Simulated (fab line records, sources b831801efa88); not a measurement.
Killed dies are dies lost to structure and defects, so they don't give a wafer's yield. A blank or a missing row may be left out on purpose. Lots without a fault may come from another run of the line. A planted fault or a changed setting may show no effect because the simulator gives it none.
Which tool did it? | flow sky130 | 11 lots, 33 wafers sampled, at 1 step of a route of 708

WHAT THE GAUGES READ, wafer by wafer
SKY_VT_ADJUST_LVTN_OVL_MEAS_07.
lot  | measured     | on         | VT_ADJUST_LVTN_OVL (nm)
L175 | day 7 04:02  | overlay-02 | -2.1 -1.2 -1.3
L176 | day 7 13:19  | overlay-02 | -0.5 -1.7 -1.2
L177 | day 7 22:23  | overlay-02 | -1.0 -1.4 -1.8
L178 | day 8 02:53  | overlay-01 | -1.1 0.2 -0.2
L179 | day 8 14:43  | overlay-02 | 1.6 -1.2 1.6
L182 | day 9 01:36  | overlay-01 | -0.7 1.0 -0.9
L183 | day 9 11:31  | overlay-02 | -1.8 -1.1 -2.1
L192 | day 11 23:58 | overlay-02 | 0.0 0.6 0.2
L193 | day 12 07:14 | overlay-02 | 0.0 -0.9 -0.2
L196 | day 12 21:20 | overlay-01 | -1.9 -2.0 -2.6
L197 | day 13 04:48 | overlay-02 | -1.2 -0.3 -0.5

WHICH TOOL RAN EACH LOT (tool, then ch and the chambers of the sampled wafers, then the start)
The record holds no process step before these readings.

THE ANSWER, worked out from the rows above alone
Rule: what is usual is taken from the lots themselves. Put in order of their means at a reading, lots are off if they are a third of the lots or fewer, leave a main group of 4 or more, and stand apart from it by a gap of 3 or more times the standard deviation of the main group's means; of several such gaps the widest counts. A main group whose means are all the same, to the digits that the tables above print for the reading, isn't used. A lot without any number at a reading at which 4 lots or more have one is off too. The other lots that the step has rows for count as sound.
No lot is off at any reading shown: from this, nothing can be told.

WHAT THE SIMULATOR HAD PUT IN
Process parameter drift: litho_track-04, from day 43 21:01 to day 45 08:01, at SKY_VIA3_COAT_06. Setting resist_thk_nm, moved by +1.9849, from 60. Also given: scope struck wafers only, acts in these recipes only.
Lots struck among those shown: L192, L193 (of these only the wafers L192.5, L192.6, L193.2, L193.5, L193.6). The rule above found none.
